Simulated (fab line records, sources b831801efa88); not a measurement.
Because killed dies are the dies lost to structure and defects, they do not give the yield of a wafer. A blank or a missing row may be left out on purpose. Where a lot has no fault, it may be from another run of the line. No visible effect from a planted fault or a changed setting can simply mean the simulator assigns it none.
Code-filled problem report in 8D (eight disciplines) form :: flow gf180mcu :: the parts of the form that need people (team, actions taken, sign-off) are left out

== 1. WHAT IS WRONG ==
Across 6 wafers from 2 lots, LVPWELL_RS at GF_VT_IMPLANT_RS_MEAS_48 averages 1222 ohm/sq, while fault-free wafers read 1197 ohm/sq with a standard deviation of 3.1. Measured from the usual mean, that is +7.9 standard deviations.
The step: measures by four-point-probe.
Seen first at day 13 06:02 on filmMetro-02, wafer L360.3. The record has a number at this step for 33 wafers belonging to 11 lots. Rule for "out", or "out of limits": more than 4 standard deviations from the usual mean. The other wafers with a number count as sound.

== 2. WHAT IT IS; WHAT IT IS NOT ==
question: which readings at this step
is: LVPWELL_RS
is not: -

question: which lots
is: L360, L363
is not: L341, L342, L344, L347, L348, L350, L356, L357, L361

question: which wafers of those lots
is: all that have a number
is not: -

question: read on which gauges
is: filmMetro-01, filmMetro-02
is not: filmMetro-04

question: when
is: from day 13 06:02
is not: up to then (24 sound wafers); but 3 sound wafers of L361 came after

== 3. WHAT RULES OUT EACH SUSPECT ==
Counting: any tool at a process step up to the reading is kept as a suspect provided that every lot that is out went through it and no sound lot did after the first of them.
- the gauge at GF_VT_IMPLANT_RS_MEAS_48 has been ruled out. The wafers that are out were read on 2 gauges (filmMetro-01, filmMetro-02).
- implanter-02 at GF_LVPWELL_IMPLANT_09: kept. Every lot that is out went through it, starting with L360 (day 8 13:16), and after that it ran no sound lot; the last sound lot it ran before then is L356 (day 7 15:28).
The count leaves implanter-02 at GF_LVPWELL_IMPLANT_09.

== 4. THE CAUSE (what the simulator had put in) ==
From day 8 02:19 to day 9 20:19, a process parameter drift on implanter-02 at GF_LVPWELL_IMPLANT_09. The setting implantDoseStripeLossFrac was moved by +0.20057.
After counting, this tool was the only one left.

== 5. SEQUENCE OF EFFECTS, ordered by route ==
Rows list readings where the struck wafers' mean (over those with a number) sits beyond 3 standard deviations from the usual. Only readings for which the record gives a usual standard deviation are gone through. hours: the time from each lot's start at the first step in this table that gives one to its start at this step, as a median over the lots. sigmas: the change in usual standard deviations.
hours: 0
step: GF_VT_IMPLANT_RS_MEAS_48
reading: LVPWELL_RS
usual: 1197 ohm/sq
on struck wafers: 1222
change: +24
sigmas: +7.9
Later steps that measure or inspect, where all struck wafers having a row at the step show a number for every such reading and not one has moved that far: GF_VT_IMPLANT_RS_MEAS_49.

== 6. WHAT WOULD HAVE CAUGHT IT SOONER ==
124 hours passed between the start of the fault at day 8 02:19 and the first reading out of limits at a measuring or inspecting step in this record, taken at day 13 06:02.
Tool readings at GF_LVPWELL_IMPLANT_09 with a usual standard deviation given in the record: none out on any struck wafer, hence no alarm at a limit of 4 standard deviations on them.
By day 13 06:02, every lot that is out (2) had started GF_LVPWELL_IMPLANT_09 on implanter-02. A hold on the tool at that time would have spared none of them.
